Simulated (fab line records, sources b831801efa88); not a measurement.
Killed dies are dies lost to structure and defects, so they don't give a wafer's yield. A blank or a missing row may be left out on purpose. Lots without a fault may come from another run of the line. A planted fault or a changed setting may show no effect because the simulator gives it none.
fab line records | flow sky130
record lots=4 wafers=12 last_day=50
route steps=708 shown GATE_OXIDE@192 POLY_GATE@204 RES_PROTECT@207 PAD_OPEN@708
lots that met no fault: from a run of the same line without faults
start_h: hours from the record's first day to the start of the lot's first wafer shown | wait_h: hours since the lot's step before | " the same as in the row above | L1.1+2: a row that stands for several wafers | - no value, or no start given | * or withheld: withheld | < > ~ a bound
route shown NAME@n: a module of which the file shows steps, and the number in the route of the first | usual: mean/standard deviation of fault-free wafers | same: alike in all rows | chamber/n: place in a boat | sites: the reading at each site | _std_site: their standard deviation | _edge_site: outer sites' mean less inner sites' | radius_mm: how far each site lies from the wafer's centre | mask NAME#n: copy n | behind: the tool/chamber that last shaped the wafer | hold: why the lot was held/for how many hours/how that ended | device: the transistor (n, p or np) that didn't switch | end of line: the same wafers' tests at the end of the route | a step without rows: its recipe alone | killed: dies lost to structure and defects at the first sort, not the wafer's yield | map: a wafer's dies, x killed, . not, _ none there
set.NAME: the setting as run; set.NAME@STEP: as run at that earlier step | model.NAME: the simulator's own value behind a step, which no gauge read
lots at some steps of the route; a table a step, a row a wafer
services: from which hour (start_h, from the record's first day; less than 0 if before it) a tool's chamber was out of use, for how many hours, and why
## steps
# step SKY_GATE_OXIDE_COAT_05
# recipe resist=NOVOLAK spin_rpm=3000 resist_thk_nm=1140
# step SKY_GATE_OXIDE_SOFTBAKE_06
# recipe temp_c=90 time_s=60 resist=NOVOLAK
# step SKY_GATE_OXIDE_EXPOSE_07
# recipe mask_id=LVOM na=0.6 source_shape=conventional sigma_outer=0.6 polarization=unpolarized target_cd_nm=600 dose_mj=170
# step SKY_GATE_OXIDE_PEB_08
# recipe temp_c=withheld time_s=* resist=NOVOLAK
# step SKY_GATE_OXIDE_DEVELOP_09
# recipe resist=NOVOLAK developer=TMAH develop_time_s=60 dev_temp_c=23
# step SKY_GATE_OXIDE_IMPLANT_11
# recipe species=B energy_kev=10 dose_cm2=2.6e+12 tilt_deg=withheld
# step SKY_GATE_OXIDE_WET_ETCH_12
# recipe chemistry=dHF target_depth_nm=16.8 dry=n2_spin target=SiO2 dilution=100:1 temp_c=25 time_s=336
# step SKY_GATE_OXIDE_STRIP_13
# recipe chemistry=O2/N2 power_w=1400 pressure_mtorr=1500 platen_temp_c=withheld o2_flow_sccm=3000 n2_flow_sccm=300 overash_fraction=0.5
# step SKY_GATE_OXIDE_CLEAN_15
# recipe chemistry=SC1/SC2 mix=1:4:20 temp_c=70 time_s=150 dry=n2_spin
# step SKY_GATE_OXIDE_OXIDATION_16
# recipe temp_c=800 ambient=O2 idle_temp_c=700 ramp_up_c_per_min=10 ramp_down_c_per_min=3 stabilise_s=600 purge_s=300 target_thk_a=35.7 ox_time_s=1915
# step SKY_POLY_GATE_CVD_00
# recipe material=poly-Si target_thk_nm=180 temp_c=620 time_s=720 pressure_mtorr=200
# usual spike_tc_centre_C=620.8/1.2 spike_tc_lower_C=620.6/1 spike_tc_top_C=638.5/1.7 spike_tc_upper_C=619.2/1.1 zone_power_centre_pct=9.4/1 zone_power_lower_pct=7.9/0.43
# same time_s=720
# columns lot.wafer tool chamber start_h wait_h spike_tc_centre_C spike_tc_lower_C spike_tc_top_C spike_tc_upper_C zone_power_centre_pct zone_power_lower_pct model.poly-Si_of_POLY_GATE_CVD_00.thk_nm
L254.1 lpcvd-01 1 304.48 0.0 621.2 620.8 639.1 619.5 8.3 7.6 181
L254.4 " 1 " " 619.1 620.7 640.3 620.2 8.6 7.5 182.5
L254.5 " 1 " " 619.0 622.7 639.6 620.7 8.3 7.5 181.6
L269.1 lpcvd-01 1 436.97 0.0 592.8 624.8 640.3 622.8 4.0 9.7 143.9
L269.2 " 1 " " 592.8 624.9 639.8 622.9 4.0 9.7 150.4
L269.6 " 1 " " 591.4 626.4 640.4 622.7 4.0 9.7 170.5
L270.1 lpcvd-01 1 454.50 0.0 592.1 623.5 640.8 623.1 4.0 9.7 140
L270.2 " 1 " " 593.4 624.9 639.5 622.8 4.0 9.6 136.5
L270.3 " 1 " " 591.3 622.4 639.4 622.2 4.1 9.8 133.7
L277.3 lpcvd-01 1 518.76 0.0 620.7 620.9 639.8 619.5 8.4 7.5 179.9
L277.5 " 1 " " 619.7 620.9 640.2 620.1 8.5 7.7 179.3
L277.6 " 1 " " 620.3 621.1 641.0 621.1 8.5 7.6 180.3
# step SKY_POLY_GATE_THK_MEAS_01
# recipe reads=poly-Si_of_POLY_GATE_CVD_00
# usual POLY_GATE_CVD_00_THK=180.2/1.8
# columns lot.wafer tool chamber start_h wait_h hold POLY_GATE_CVD_00_THK[nm]
L254.1 film_metro-04 - 306.28 0.0 - 180.9
L254.4 " - " " - 182.2
L254.5 " - " " - 181.7
L269.1 film_metro-04 - 438.17 0.0 await_dispo/0.2h/release 144.1
L269.2 " - " " await_dispo/0.2h/release 150.5
L269.6 " - " " await_dispo/0.2h/release 170.5
L269.1 film_metro-04 - 438.39 0.2 - 143.9
L269.2 " - " " - 150.4
L269.6 " - " " - 170.5
L270.1 film_metro-01 - 455.70 0.0 await_dispo/0.2h/release 139.8
L270.2 " - " " await_dispo/0.2h/release 136.5
L270.3 " - " " await_dispo/0.2h/release 133.7
L270.1 film_metro-01 - 455.92 0.2 - 140.0
L270.2 " - " " - 136.6
L270.3 " - " " - 133.7
L277.3 film_metro-04 - 519.98 0.0 - 179.7
L277.5 " - " " - 179.3
L277.6 " - " " - 180.5
# step SKY_RES_PROTECT_HMDS_01
# recipe prime_time_s=60 prime_temp_c=120
# step SKY_RES_PROTECT_COAT_02
# recipe resist=NOVOLAK spin_rpm=3000 resist_thk_nm=1140
# step SKY_RES_PROTECT_SOFTBAKE_03
# recipe temp_c=89.48 time_s=60 resist=NOVOLAK
# step SKY_RES_PROTECT_EXPOSE_04
# recipe mask_id=RPM na=0.6 source_shape=conventional sigma_outer=0.6 polarization=unpolarized target_cd_nm=1270 dose_mj=131
# step SKY_RES_PROTECT_PEB_05
# recipe temp_c=withheld time_s=* resist=NOVOLAK
# step SKY_RES_PROTECT_DEVELOP_06
# recipe resist=NOVOLAK developer=TMAH develop_time_s=60 dev_temp_c=23
# step SKY_POLY_GATE_IMPLANT_02
# recipe species=P energy_kev=30 dose_cm2=7.7e+15 tilt_deg=0
# step SKY_RES_PROTECT_STRIP_07
# recipe chemistry=O2/N2 power_w=1400 pressure_mtorr=1500 platen_temp_c=withheld o2_flow_sccm=3000 n2_flow_sccm=300 overash_fraction=0.5
# step SKY_RES_PROTECT_CLEAN_09
# recipe chemistry=SC1/SC2 mix=1:4:20 temp_c=70 time_s=150 dry=n2_spin
# same time_s=150
# columns lot.wafer tool chamber start_h wait_h model.poly-Si_of_POLY_GATE_CVD_00.thk_nm
L254.1 wet_bench-03 0 332.54 0.1 180.4
L254.4 " 0 " " 181.9
L254.5 " 0 " " 181
L269.1 wet_bench-03 2 469.34 0.1 143.3
L269.2 " 2 " " 149.8
L269.6 " 2 " " 169.9
L270.1 wet_bench-03 1 487.09 0.1 139.3
L270.2 " 1 " " 135.9
L270.3 " 1 " " 133.1
L277.3 wet_bench-02 1 551.34 0.0 179.3
L277.5 " 1 " " 178.7
L277.6 " 1 " " 179.7
# step SKY_POLY_GATE_CVD_03
# recipe material=Si3N4 precursor=DCS/NH3 target_thk_nm=75 temp_c=770 time_s=1290 pressure_mtorr=250
# step SKY_POLY_GATE_DEHYDRATE_05
# recipe temp_c=200 time_s=60
# step SKY_POLY_GATE_HMDS_06
# recipe prime_time_s=60 prime_temp_c=120
# step SKY_POLY_GATE_COAT_07
# recipe resist=BARC temp_c=withheld time_s=withheld spin_rpm=3000 resist_thk_nm=110
# step SKY_POLY_GATE_COAT_08
# recipe resist=KrF-thick spin_rpm=3000 resist_thk_nm=450
# step SKY_POLY_GATE_SOFTBAKE_09
# recipe temp_c=100 time_s=90 resist=KrF-thick
# step SKY_POLY_GATE_EXPOSE_10
# recipe mask_id=P1M na=0.68 source_shape=conventional sigma_outer=0.6 target_cd_nm=150 dose_mj=27.42
# step SKY_POLY_GATE_PEB_11
# recipe peb_temp_c=withheld peb_time_s=withheld resist=KrF-thick
# step SKY_POLY_GATE_DEVELOP_12
# recipe develop_time_s=60 resist=KrF-thick dev_temp_c=21
# step SKY_POLY_GATE_ETCH_15
# recipe chemistry=N2/H2 target=BARC ion_energy_ev=200 source_w=500 bias_w=100 pressure_mtorr=30 n2_flow_sccm=100 h2_flow_sccm=200 stop_on=SiO2 time_s=118.5 target_depth_a=1100
# step SKY_POLY_GATE_ETCH_16
# recipe stop_on=poly-Si chemistry=CH3F/O2 target=Si3N4 source_w=400 bias_w=80 pressure_mtorr=25 ch3f_flow_sccm=40 O2_flow_sccm=30 time_s=147.5 target_depth_a=750
# step SKY_POLY_GATE_ETCH_17
# recipe target_depth_nm=180 stop_on=SiO2 over_etch_frac=0.56667 chemistry=HBr/Cl2 target=poly-Si icp_w=400 bias_w=100 pressure_mtorr=10 HBr_flow_sccm=150 Cl2_flow_sccm=50 time_s=70.5
# usual drypump_motor_current_A=5.33/0.24 oes_product_au=0.988/0.0066 throttle_valve_pct=33.685/0.0083
# same time_s=70.5
# columns lot.wafer tool chamber start_h wait_h drypump_motor_current_A oes_product_au rf_hours_counter_h throttle_valve_pct model.etch.depth_nm model.POLY_GATE.feature_depth_nm
L254.1 rie_si-01 2 363.23 0.0 5.16 0.995 49 33.688 180 180
L254.4 " 1 " " 5.57 0.995 76 33.689 181.1 181.1
L254.5 " 2 " " 5.18 0.993 - 33.672 179.8 179.8
L269.1 rie_si-02 0 502.62 0.0 5.05 0.848 0 33.684 143.3 143.3
L269.2 " 1 " " 5.64 0.869 1 33.683 149.8 149.8
L269.6 " 1 " " 5.63 0.954 - 33.683 169.9 169.9
L270.1 rie_si-01 1 520.23 0.0 5.58 0.839 1 33.695 139.3 139.3
L270.2 " 3 " " 5.25 0.817 3 33.695 135.9 135.9
L270.3 " 0 " " 5.02 0.810 1 33.690 133.1 133.1
L277.3 rie_si-02 1 582.68 0.0 5.63 0.993 1 33.678 179.3 179.3
L277.5 " 1 " " 5.63 0.993 - 33.699 178.7 178.7
L277.6 " 0 " " 5.03 0.998 - 33.694 179.7 179.7
# step SKY_POLY_GATE_STRIP_18
# recipe chemistry=O2/N2 power_w=1400 pressure_mtorr=1500 platen_temp_c=withheld o2_flow_sccm=3000 n2_flow_sccm=300 overash_fraction=0.5
# step SKY_PAD_OPEN_PROBE_99
# usual killed_at_M0_to_M3=45/6.8 killed_at_M4_up=3.0/1.7 killed_at_contacts=25/5.7 killed_at_front_end=15/4.6 killed_at_other=0.3/0.66 killed_dies=88/9.5 killed_open=48/7.3 killed_short=39/6.5
# same gross_dies=492 killed_at_back_side=0
# columns lot.wafer tool chamber start_h wait_h killed_at_M0_to_M3 killed_at_M4_up killed_at_contacts killed_at_front_end killed_at_other killed_dies killed_open killed_short model.etest.res_high_po.line_ohm_um model.etest.res_poly.line_ohm_um model.etest.tip_sonos.rs_ohm_sq model.etest.res_high_po.rs_ohm_sq model.etest.res_poly.rs_ohm_sq model.etest.cap_li_to_poly.c_af_um2
L254.1 prober-01 - 1071.60 0.1 47 5 26 21 0 99 47 51 754.3 507.6 2569 263 47.85 101.4
L254.4 prober-01 - 1071.75 0.2 40 3 29 26 0 98 52 46 752.6 484.7 2546 265.7 48.24 99.65
L254.5 prober-01 - 1071.80 0.2 33 4 22 15 0 74 40 34 739.8 500.1 2568 262.4 48.06 101.1
L269.1 prober-01 - 1158.50 0.1 39 8 27 18 3 95 49 46 920.4 649.7 2575 321 60.25 88.15
L269.2 prober-01 - 1158.55 0.1 42 4 18 8 0 72 35 37 847.5 581.6 2608 300.1 56.69 90.03
L269.6 prober-01 - 1158.75 0.2 44 3 18 17 0 82 40 42 776.3 523.3 2639 275.2 50.76 100.9
L270.1 prober-02 - 1170.60 0.1 39 3 17 14 0 73 35 37 943.4 676.5 2498 329.1 62.34 87.12
L270.2 prober-02 - 1170.65 0.1 32 3 35 21 2 93 48 42 938.7 642.9 2533 331.5 63.01 88.64
L270.3 prober-02 - 1170.70 0.2 39 3 21 18 1 82 47 31 987.1 698.5 2506 343.3 65.06 84.83
L277.3 prober-02 - 1205.91 0.2 50 5 32 10 1 98 50 48 721.5 492.3 2605 253.8 47.17 97.22
L277.5 prober-02 - 1206.01 0.2 30 1 30 28 0 89 52 37 737.9 509.4 2621 259.5 48.24 99.4
L277.6 prober-02 - 1206.06 0.2 48 1 23 16 0 88 41 47 720.3 498.6 2631 252.2 47.1 97.55
# killed by level:class
L254.1 VIA1:geometric_particle:open=13 CONTACT:geometric_particle:open=12 FIELD_ISO:geometric_particle:short=9 VIA1:geometric_particle:short=7 METAL2:geometric_particle:short=7 METAL1:geometric_particle:short=6 VIA2:geometric_particle:open=6 FIELD_ISO:geometric_particle:open=4
L254.4 LI_CONTACT:geometric_particle:open=10 VIA2:geometric_particle:open=9 POLY_GATE:geometric_particle:short=7 VIA1:geometric_particle:open=7 CONTACT:geometric_particle:open=7 METAL2:geometric_particle:short=6 FIELD_ISO:geometric_particle:open=5 LI_CONTACT:geometric_particle:short=5
L254.5 CONTACT:geometric_particle:open=9 VIA2:geometric_particle:open=9 FIELD_ISO:geometric_particle:open=5 LOCAL_INTERCONNECT:geometric_particle:short=5 VIA1:geometric_particle:open=5 FIELD_ISO:geometric_particle:short=4 LI_CONTACT:geometric_particle:open=4 VIA1:geometric_particle:short=4
L269.1 LI_CONTACT:geometric_particle:open=8 VIA1:geometric_particle:open=8 CONTACT:geometric_particle:open=7 CONTACT:geometric_particle:short=6 METAL1:geometric_particle:short=6 VIA3:geometric_particle:open=5 METAL2:geometric_particle:short=5 FIELD_ISO:geometric_particle:short=4
L269.2 VIA3:geometric_particle:open=10 METAL1:geometric_particle:short=9 CONTACT:geometric_particle:short=7 VIA1:geometric_particle:open=5 CONTACT:geometric_particle:open=5 VIA2:geometric_particle:open=5 METAL2:geometric_particle:short=5 FIELD_ISO:geometric_particle:open=3
L269.6 VIA3:geometric_particle:open=9 VIA1:geometric_particle:open=8 CONTACT:geometric_particle:open=8 METAL2:geometric_particle:short=7 FIELD_ISO:geometric_particle:short=6 VIA2:geometric_particle:short=6 CONTACT:geometric_particle:short=5 FIELD_ISO:geometric_particle:open=4
L270.1 METAL1:geometric_particle:short=7 VIA3:geometric_particle:open=7 CONTACT:geometric_particle:short=5 VIA1:geometric_particle:open=5 VIA2:geometric_particle:open=5 LI_CONTACT:geometric_particle:open=4 FIELD_ISO:geometric_particle:open=3 FIELD_ISO:geometric_particle:short=3
L270.2 CONTACT:geometric_particle:open=15 METAL1:geometric_particle:short=7 LI_CONTACT:geometric_particle:open=6 CONTACT:geometric_particle:short=6 POLY_GATE:geometric_particle:open=5 SPACER:geometric_particle:open=5 LOCAL_INTERCONNECT:geometric_particle:short=5 FIELD_ISO:geometric_particle:open=4
L270.3 VIA1:geometric_particle:open=7 VIA3:geometric_particle:open=7 LI_CONTACT:geometric_particle:open=6 VIA2:geometric_particle:open=6 POLY_GATE:geometric_particle:open=5 CONTACT:geometric_particle:open=5 CONTACT:geometric_particle:short=5 METAL2:geometric_particle:short=4
L277.3 CONTACT:geometric_particle:open=10 VIA1:geometric_particle:open=10 LI_CONTACT:geometric_particle:open=9 VIA2:geometric_particle:open=9 METAL1:geometric_particle:short=7 VIA1:geometric_particle:short=7 LOCAL_INTERCONNECT:geometric_particle:short=6 VIA2:geometric_particle:short=5
L277.5 CONTACT:geometric_particle:open=14 POLY_GATE:geometric_particle:open=12 VIA3:geometric_particle:open=7 LI_CONTACT:geometric_particle:short=6 VIA1:geometric_particle:open=6 FIELD_ISO:geometric_particle:short=5 POLY_GATE:geometric_particle:short=5 CONTACT:geometric_particle:short=4
L277.6 METAL1:geometric_particle:short=11 VIA1:geometric_particle:open=9 LI_CONTACT:geometric_particle:open=7 METAL2:geometric_particle:short=7 LOCAL_INTERCONNECT:geometric_particle:short=6 CONTACT:geometric_particle:open=6 VIA3:geometric_particle:open=6 POLY_GATE:geometric_particle:short=5
## services
# columns tool chamber start_h hours kind
rie_si-01 3 283.64 3.0 repair
lpcvd-01 - 345.61 0.3 repair
rie_si-02 1 355.05 - clean
rie_si-02 1 355.05 27.8 scheduled_down
rie_si-02 1 355.05 27.8 vent_cycle
rie_si-01 0 395.11 5.7 repair
rie_si-01 0 402.09 - clean
rie_si-01 0 402.09 17.1 scheduled_down
rie_si-01 0 402.09 17.1 vent_cycle
rie_si-02 3 404.95 - clean
rie_si-02 3 404.95 18.0 scheduled_down
rie_si-02 3 404.95 18.0 vent_cycle
rie_si-01 1 419.18 - clean
rie_si-01 1 419.18 14.8 scheduled_down
rie_si-01 1 419.18 14.8 vent_cycle
rie_si-02 0 449.57 - clean
rie_si-02 0 449.57 18.0 scheduled_down
rie_si-02 0 449.57 18.0 vent_cycle
lpcvd-01 - 492.74 6.1 pm
rie_si-01 2 520.38 - clean
rie_si-01 2 520.38 28.4 scheduled_down
rie_si-01 2 520.38 28.4 vent_cycle
rie_si-01 - 526.39 0.4 repair
wet_bench-03 - 576.48 6.5 repair
## key
first_sign step=SKY_POLY_GATE_CVD_00 reading=spike_tc_centre_C direction=down sigmas=23 usual=620.8 struck=592.3
effect step=SKY_POLY_GATE_CVD_00 reading=zone_power_centre_pct direction=down sigmas=5.3 usual=9.4 struck=4.0
effect step=SKY_POLY_GATE_THK_MEAS_01 reading=visit direction=added
effect step=SKY_POLY_GATE_THK_MEAS_01 reading=POLY_GATE_CVD_00_THK direction=down sigmas=20 usual=180.2 struck=145.8
effect step=SKY_POLY_GATE_ETCH_17 reading=oes_product_au direction=down sigmas=20 usual=0.988 struck=0.856
model_effect step=SKY_POLY_GATE_CVD_00 value=poly-Si_of_POLY_GATE_CVD_00.thk_nm without=177.9 struck=145.8
model_effect step=SKY_RES_PROTECT_CLEAN_09 value=poly-Si_of_POLY_GATE_CVD_00.thk_nm without=177.3 struck=145.2
model_effect step=SKY_POLY_GATE_ETCH_17 value=etch.depth_nm without=177.3 struck=145.2
model_effect step=SKY_PAD_OPEN_PROBE_99 value=etest.res_high_po.line_ohm_um without=747.2 struck=902.2
met_at SKY_POLY_GATE_CVD_00
struck_wafers L269.1,L269.2,L269.6,L270.1,L270.2,L270.3
tester_left_out L269,L270
onset_between 304.48 436.97
fault kind=process_parameter_drift tool=lpcvd-01 chamber=1 onset_h=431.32 steps=SKY_POLY_GATE_CVD_00 channel=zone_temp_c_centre offset=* shape=step end_h=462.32
# tester_left_out: of these lots the tester's yield and bins aren't shown, on N5 and GAA mostly nor the transistor test; their killed dies are dies lost to structure and defects alone, not to doping, threshold or leakage, so they don't give the yield
